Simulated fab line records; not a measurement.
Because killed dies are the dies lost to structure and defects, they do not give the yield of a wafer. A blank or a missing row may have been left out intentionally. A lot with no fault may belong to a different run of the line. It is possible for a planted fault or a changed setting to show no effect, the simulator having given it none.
Which tool is to blame?	flow sky130	30 wafers from 10 lots sampled at 2 of the route's 708 steps

WHAT THE GAUGES SHOWED, per wafer
SKY_CAPM_OVL_MEAS_12.
lot	measured	on	CAPM_OVL (nm)
L543	day 39 16:53	overlay-02	-1.4 -0.4 0.2
L545	day 39 20:29	overlay-02	-3.1 -2.0 -2.0
L547	day 40 16:03	overlay-02	-3.5 -3.3 -2.4
L548	day 40 20:26	overlay-02	-3.9 -1.9 -2.8
L550	day 41 11:22	overlay-01	-0.1 0.1 -1.2
L553	day 42 12:44	overlay-02	-1.7 -1.5 -2.8
L557	day 43 05:09	overlay-02	-0.8 -1.1 -1.1
L558	day 43 08:47	overlay-01	0.4 -0.4 0.5
L559	day 43 17:22	overlay-01	-1.8 -0.9 -1.1
L564	day 44 13:08	overlay-01	0.1 1.4 -1.3

TOOL THAT RAN EACH LOT (tool first, then ch and the chambers of the sampled wafers, then the start)
lot	SKY_METAL3_SPUTTER_02
L543	pvd sputter-03, day 38 15:17
L545	pvd sputter-01, day 38 19:10
L547	pvd sputter-01, day 39 14:34
L548	pvd sputter-03, day 39 19:46
L550	pvd sputter-03, day 40 11:31
L553	pvd sputter-04, day 41 13:52
L557	pvd sputter-03, day 42 06:55
L558	pvd sputter-03, day 42 10:55
L559	pvd sputter-03, day 42 21:11
L564	pvd sputter-04, day 43 18:31
- SKY_METAL3_SPUTTER_02: material AlCu, target thk 735 nm, time 39.1 s.

THE ANSWER, worked out from the rows above alone
Rule: the usual values come from the lots themselves. The widest of any qualifying gaps counts: lots, ordered by their means at a reading, are off when they make up no more than a third of the lots, leave a main group of 4 or more, and stand apart from it by 3 or more times the standard deviation of that group's means. A main group is skipped when, at the precision printed for the reading in the tables above, its means are all equal. Also off: a lot with no number at a reading for which 4 or more lots have one. All remaining lots with rows at the step are treated as sound.
None of the lots is off at any reading shown; this tells nothing.

WHAT WAS PUT IN BY THE SIMULATOR
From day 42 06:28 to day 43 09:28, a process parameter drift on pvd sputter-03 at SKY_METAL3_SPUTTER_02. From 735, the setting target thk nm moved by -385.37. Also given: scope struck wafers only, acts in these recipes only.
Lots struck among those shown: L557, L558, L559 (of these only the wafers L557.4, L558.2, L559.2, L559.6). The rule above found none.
